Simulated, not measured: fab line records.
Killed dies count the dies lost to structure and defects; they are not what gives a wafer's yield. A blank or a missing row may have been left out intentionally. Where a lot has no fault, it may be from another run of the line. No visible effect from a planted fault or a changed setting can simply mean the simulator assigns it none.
What tool caused it? || flow gf180mcu || 15 lots, 45 wafers sampled, at 4 steps of a route of 602

## WHAT THE GAUGES SHOWED, per wafer
GF_DNWELL_TW_MEAS_09. Usual: DNWELL_TW typically reads 1353, with standard deviation 10.
{"lot": "L582", "measured": "day 3 00:08", "on": "filmMetro-01", "DNWELL_TW": "1352 1351 1352", "flag": ""}
{"lot": "L584", "measured": "day 3 08:19", "on": "filmMetro-02", "DNWELL_TW": "1353 1350 1353", "flag": ""}
{"lot": "L586", "measured": "day 3 16:42", "on": "filmMetro-01", "DNWELL_TW": "1337 1337 1345", "flag": ""}
{"lot": "L585", "measured": "day 3 17:43", "on": "filmMetro-04", "DNWELL_TW": "1345 1348 1345", "flag": ""}
{"lot": "L587", "measured": "day 3 23:05", "on": "filmMetro-04", "DNWELL_TW": "1358 1348 1348", "flag": ""}
{"lot": "L588", "measured": "day 4 02:50", "on": "filmMetro-01", "DNWELL_TW": "1332 1340 1344", "flag": ""}
{"lot": "L589", "measured": "day 4 09:58", "on": "filmMetro-01", "DNWELL_TW": "1355 1360 1351", "flag": ""}
{"lot": "L590", "measured": "day 4 12:17", "on": "filmMetro-02", "DNWELL_TW": "1335 1340 1345", "flag": ""}
{"lot": "L591", "measured": "day 4 19:55", "on": "filmMetro-02", "DNWELL_TW": "1341 1351 1336", "flag": ""}
{"lot": "L592", "measured": "day 5 01:40", "on": "filmMetro-04", "DNWELL_TW": "1365 1361 1366", "flag": ""}
{"lot": "L594", "measured": "day 5 11:08", "on": "filmMetro-04", "DNWELL_TW": "1358 1366 1355", "flag": ""}
{"lot": "L599", "measured": "day 6 13:18", "on": "filmMetro-01", "DNWELL_TW": "1363 1364 1364", "flag": ""}
{"lot": "L601", "measured": "day 7 02:04", "on": "filmMetro-01", "DNWELL_TW": "1361 1360 1356", "flag": ""}
{"lot": "L602", "measured": "day 7 04:23", "on": "filmMetro-02", "DNWELL_TW": "1344 1341 1335", "flag": ""}
{"lot": "L605", "measured": "day 7 21:35", "on": "filmMetro-02", "DNWELL_TW": "1344 1351 1353", "flag": ""}

GF_NWELL_OVL_MEAS_07. Usual: NWELL_OVL typically reads 0.3 nm, with standard deviation 1.3.
{"lot": "L582", "measured": "day 3 12:52", "on": "overlay-02", "NWELL_OVL (nm)": "-0.9 -3.3 -1.3", "flag": ""}
{"lot": "L584", "measured": "day 3 21:10", "on": "overlay-01", "NWELL_OVL (nm)": "-1.4 0.7 1.3", "flag": ""}
{"lot": "L586", "measured": "day 4 04:49", "on": "overlay-02", "NWELL_OVL (nm)": "-0.7 0.7 1.0", "flag": ""}
{"lot": "L585", "measured": "day 4 06:53", "on": "overlay-02", "NWELL_OVL (nm)": "0.8 0.3 -1.6", "flag": ""}
{"lot": "L587", "measured": "day 4 12:04", "on": "overlay-01", "NWELL_OVL (nm)": "-1.8 -3.2 -2.1", "flag": ""}
{"lot": "L588", "measured": "day 4 16:22", "on": "overlay-02", "NWELL_OVL (nm)": "-1.5 0.1 0.3", "flag": ""}
{"lot": "L589", "measured": "day 4 23:37", "on": "overlay-02", "NWELL_OVL (nm)": "1.4 3.2 3.1", "flag": ""}
{"lot": "L590", "measured": "day 5 01:37", "on": "overlay-01", "NWELL_OVL (nm)": "0.8 2.3 2.2", "flag": ""}
{"lot": "L591", "measured": "day 5 09:55", "on": "overlay-02", "NWELL_OVL (nm)": "-0.5 0.7 0.5", "flag": ""}
{"lot": "L592", "measured": "day 5 15:07", "on": "overlay-01", "NWELL_OVL (nm)": "0.5 1.3 0.1", "flag": ""}
{"lot": "L594", "measured": "day 6 01:59", "on": "overlay-01", "NWELL_OVL (nm)": "-0.4 -0.9 0.6", "flag": ""}
{"lot": "L599", "measured": "day 7 06:01", "on": "overlay-02", "NWELL_OVL (nm)": "0.6 -0.4 -1.6", "flag": ""}
{"lot": "L601", "measured": "day 7 18:10", "on": "overlay-01", "NWELL_OVL (nm)": "2.0 1.2 1.9", "flag": ""}
{"lot": "L602", "measured": "day 7 19:46", "on": "overlay-01", "NWELL_OVL (nm)": "1.9 0.6 0.5", "flag": ""}
{"lot": "L605", "measured": "day 8 13:25", "on": "overlay-01", "NWELL_OVL (nm)": "0.9 2.1 1.0", "flag": ""}

GF_MVPSD_TW_MEAS_11. Usual: MVPSD_TW typically reads 555.8, with standard deviation 2.7.
{"lot": "L582", "measured": "day 5 06:42", "on": "filmMetro-03", "MVPSD_TW": "558.7 556.7 559.4", "flag": ""}
{"lot": "L584", "measured": "day 5 14:49", "on": "filmMetro-04", "MVPSD_TW": "552.5 555.4 552.2", "flag": ""}
{"lot": "L586", "measured": "day 6 00:25", "on": "filmMetro-04", "MVPSD_TW": "553.7 553.4 554.3", "flag": ""}
{"lot": "L585", "measured": "day 6 02:41", "on": "filmMetro-01", "MVPSD_TW": "555.6 553.9 557.5", "flag": ""}
{"lot": "L587", "measured": "day 6 08:19", "on": "filmMetro-04", "MVPSD_TW": "555.5 553.1 555.9", "flag": ""}
{"lot": "L588", "measured": "day 6 13:08", "on": "filmMetro-03", "MVPSD_TW": "558.4 559.6 559.8", "flag": ""}
{"lot": "L589", "measured": "day 6 21:31", "on": "filmMetro-01", "MVPSD_TW": "554.4 553.3 554.5", "flag": ""}
{"lot": "L590", "measured": "day 6 23:04", "on": "filmMetro-03", "MVPSD_TW": "558.9 557.1 563.2", "flag": ""}
{"lot": "L591", "measured": "day 7 08:18", "on": "filmMetro-03", "MVPSD_TW": "557.3 558.9 557.1", "flag": ""}
{"lot": "L592", "measured": "day 7 13:59", "on": "filmMetro-01", "MVPSD_TW": "559.6 559.5 556.3", "flag": ""}
{"lot": "L594", "measured": "day 8 02:34", "on": "filmMetro-01", "MVPSD_TW": "555.1 555.1 556.9", "flag": ""}
{"lot": "L599", "measured": "day 9 07:32", "on": "filmMetro-04", "MVPSD_TW": "552.8 549.7 550.1", "flag": ""}
{"lot": "L601", "measured": "day 9 21:21", "on": "filmMetro-03", "MVPSD_TW": "557.5 557.3 559.4", "flag": ""}
{"lot": "L602", "measured": "day 9 21:52", "on": "filmMetro-03", "MVPSD_TW": "557.1 554.5 558.5", "flag": ""}
{"lot": "L605", "measured": "day 10 18:13", "on": "filmMetro-01", "MVPSD_TW": "553.6 554.5 554.0", "flag": ""}

## TOOL THAT RAN EACH LOT (tool first, then ch and the chambers of the sampled wafers, then the start)
{"lot": "L582", "GF_MVSD_IMPLANT_08": "implanter-03 ch 0, day 4 16:10"}
{"lot": "L584", "GF_MVSD_IMPLANT_08": "implanter-01 ch 0, day 4 23:57"}
{"lot": "L586", "GF_MVSD_IMPLANT_08": "implanter-01 ch 0, day 5 09:11"}
{"lot": "L585", "GF_MVSD_IMPLANT_08": "implanter-03 ch 0, day 5 10:49"}
{"lot": "L587", "GF_MVSD_IMPLANT_08": "implanter-03 ch 0, day 5 16:53"}
{"lot": "L588", "GF_MVSD_IMPLANT_08": "implanter-03 ch 0, day 5 21:36"}
{"lot": "L589", "GF_MVSD_IMPLANT_08": "implanter-03 ch 0, day 6 05:35"}
{"lot": "L590", "GF_MVSD_IMPLANT_08": "implanter-03 ch 0, day 6 07:19"}
{"lot": "L591", "GF_MVSD_IMPLANT_08": "implanter-03 ch 0, day 6 15:15"}
{"lot": "L592", "GF_MVSD_IMPLANT_08": "implanter-01 ch 0, day 6 21:38"}
{"lot": "L594", "GF_MVSD_IMPLANT_08": "implanter-01 ch 0, day 7 09:30"}
{"lot": "L599", "GF_MVSD_IMPLANT_08": "implanter-02 ch 0, day 8 14:12"}
{"lot": "L601", "GF_MVSD_IMPLANT_08": "implanter-02 ch 0, day 9 02:54"}
{"lot": "L602", "GF_MVSD_IMPLANT_08": "implanter-02 ch 0, day 9 04:13"}
{"lot": "L605", "GF_MVSD_IMPLANT_08": "implanter-02 ch 0, day 9 23:48"}
- GF_MVSD_IMPLANT_08

## WHAT THE TOOLS THEMSELVES READ (means of the sampled wafers that have a number; where no wafer has one, the mark that the record gives instead)
GF_MVSD_IMPLANT_08. Usual: beamEnergyKeV 400.03, standard deviation 0.13; faradayCurrentUA 90.2, standard deviation 1.8.
{"lot": "L582", "tool": "implanter-03", "beamEnergyKeV": 399.74, "faradayCurrentUA": 89.3, "flag": ""}
{"lot": "L584", "tool": "implanter-01", "beamEnergyKeV": 400.08, "faradayCurrentUA": 92.5, "flag": ""}
{"lot": "L586", "tool": "implanter-01", "beamEnergyKeV": 399.99, "faradayCurrentUA": 91.2, "flag": ""}
{"lot": "L585", "tool": "implanter-03", "beamEnergyKeV": 400.19, "faradayCurrentUA": 89.1, "flag": ""}
{"lot": "L587", "tool": "implanter-03", "beamEnergyKeV": 400.07, "faradayCurrentUA": 91.2, "flag": ""}
{"lot": "L588", "tool": "implanter-03", "beamEnergyKeV": 400.24, "faradayCurrentUA": 90.7, "flag": ""}
{"lot": "L589", "tool": "implanter-03", "beamEnergyKeV": 390.68, "faradayCurrentUA": 91.5, "flag": "OFF"}
{"lot": "L590", "tool": "implanter-03", "beamEnergyKeV": 390.51, "faradayCurrentUA": 90.6, "flag": "OFF"}
{"lot": "L591", "tool": "implanter-03", "beamEnergyKeV": 390.53, "faradayCurrentUA": 89.8, "flag": "OFF"}
{"lot": "L592", "tool": "implanter-01", "beamEnergyKeV": 400.04, "faradayCurrentUA": 89.9, "flag": ""}
{"lot": "L594", "tool": "implanter-01", "beamEnergyKeV": 400.15, "faradayCurrentUA": 92.6, "flag": ""}
{"lot": "L599", "tool": "implanter-02", "beamEnergyKeV": 400.02, "faradayCurrentUA": 88.9, "flag": ""}
{"lot": "L601", "tool": "implanter-02", "beamEnergyKeV": 400.14, "faradayCurrentUA": 90.4, "flag": ""}
{"lot": "L602", "tool": "implanter-02", "beamEnergyKeV": 399.78, "faradayCurrentUA": 89.6, "flag": ""}
{"lot": "L605", "tool": "implanter-02", "beamEnergyKeV": 399.95, "faradayCurrentUA": 90.9, "flag": ""}

## THE ANSWER, worked out from the rows above alone
Rule: lot off if the mean of its wafers having a number is beyond 3 standard deviations from the usual mean. Also off: a lot with no number at a reading for which 4 or more lots have one. Any other lot the step has rows for is counted as sound. First the gauges in route order, then the tools' own readings, where a lot's mean is used as printed above. The first step at which some lot is off is used, and at that step the reading that is off furthest; a lot without a number counts as furthest.
Off: L589, L590, L591 (GF_MVSD_IMPLANT_08, beamEnergyKeV).
A tool fits if, at that step or a process step before it, it ran every lot that is off, and no sound lot after the first of them. One fits: implanter-03 at GF_MVSD_IMPLANT_08. Its last sound lot is L588 (day 5 21:36), its first lot that is off L589 (day 6 05:35): a fault that began between those two fits.
On the lots that are off, the tool's own readings at GF_MVSD_IMPLANT_08 differ by more than 5 times the standard deviation of the sound lots' means, which bears it out; beamEnergyKeV reads 390.57 there versus 400.03 on the sound lots.

## WHAT THE SIMULATOR HAD PUT IN
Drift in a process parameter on implanter-03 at GF_MVSD_IMPLANT_08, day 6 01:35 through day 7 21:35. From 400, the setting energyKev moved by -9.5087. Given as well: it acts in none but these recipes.
Lots struck among those shown: L589, L590, L591. The rule above found the same.
